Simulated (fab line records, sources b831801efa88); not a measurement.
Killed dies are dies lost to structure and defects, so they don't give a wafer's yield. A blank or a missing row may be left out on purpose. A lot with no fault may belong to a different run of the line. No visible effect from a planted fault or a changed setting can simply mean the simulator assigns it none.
Problem report, 8D (eight disciplines) form, completed by code ; flow sky130 ; the parts of the form that need people (team, actions taken, sign-off) are left out

1. WHAT IS WRONG
Wafers free of any fault read 197.8 (standard deviation 1.5) for SONOS_TUNNEL_TW at SKY_SONOS_TUNNEL_TW_MEAS_12, against a mean of 140.6 on 6 wafers of 2 lots. That is -38 standard deviations from the usual mean.
Earliest sighting: wafer L386.3 on film_metro-02 at day 15 18:19. The record holds 36 wafers of 12 lots with a number at this step. Rule for "out", or "out of limits": more than 4 standard deviations from the usual mean. All remaining wafers that have a number are taken as sound.

2. WHAT IT IS, WHAT IT ISN'T
question;is;is not
which readings at this step;SONOS_TUNNEL_TW;-
which lots;L386, L388;L373, L374, L375, L377, L380, L381, L384, L393, L395, L396
which wafers of those lots;all that have a number;-
read on which gauges;film_metro-02;film_metro-01, film_metro-04
when;from day 15 18:19;"up to then (21 sound wafers); but 9 sound wafers of L393, L395, L396 came after"

3. THE SUSPECTS, EACH WITH WHAT RULES IT OUT
Counting: a tool at a process step up to the reading stays a suspect if it ran every lot that is out and no sound lot after the first of them.
- the gauge at SKY_SONOS_TUNNEL_TW_MEAS_12 is ruled out. All the wafers that are out were read on film_metro-02, but those of them that SKY_SONOS_TUNNEL_IMPLANT_09 has rows for are out there too, on other tools.
- implanter-02 at SKY_SONOS_TUNNEL_IMPLANT_09: ruled out as a lasting fault. Following L386 (day 15 17:56), the first lot on it that is out, the sound lots L396 were run on it.
Left after counting: nothing in the record.

4. THE CAUSE (what the simulator had put in)
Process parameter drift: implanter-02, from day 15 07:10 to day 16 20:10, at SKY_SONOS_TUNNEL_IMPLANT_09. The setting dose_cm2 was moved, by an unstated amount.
Counting ruled it out, wrongly: the rule takes a fault to strike every lot that its tool runs from its start on, and this one did not.

5. THE EFFECT CHAIN, in route order
Each row: a reading whose mean over the struck wafers that have a number lies more than 3 standard deviations from the usual. Only readings for which the record gives a usual standard deviation are gone through. hours: the time from each lot's start at the first step in this table that gives one to its start at this step, as a median over the lots. sigmas: the change in usual standard deviations.
hours;step;reading;usual;on struck wafers;change;sigmas
0;SKY_SONOS_TUNNEL_IMPLANT_09;dose_ions_cm2;1e+12;3e+11;-7e+11;-99 or more
0;SKY_SONOS_TUNNEL_IMPLANT_09;faraday_current_uA;5.63;1.66;-3.97;-33
0;SKY_SONOS_TUNNEL_TW_MEAS_12;SONOS_TUNNEL_TW;197.8;140.6;-57.2;-38
The process steps in it:
- SKY_SONOS_TUNNEL_IMPLANT_09
Later steps that measure or inspect, where all struck wafers having a row at the step show a number for every such reading and not one has moved that far: SKY_METAL1_OVL_MEAS_16.

6. HOW IT WOULD HAVE BEEN CAUGHT EARLIER
Counted from the fault's start at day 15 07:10, it took 11 hours until the first out-of-limits reading at a measuring or inspecting step in this record, taken at day 15 18:19.
The tool's own readings at SKY_SONOS_TUNNEL_IMPLANT_09 were out on every struck wafer that the step has a row for (dose_ions_cm2, faraday_current_uA): an alarm limit on them would have fired on the first of those.
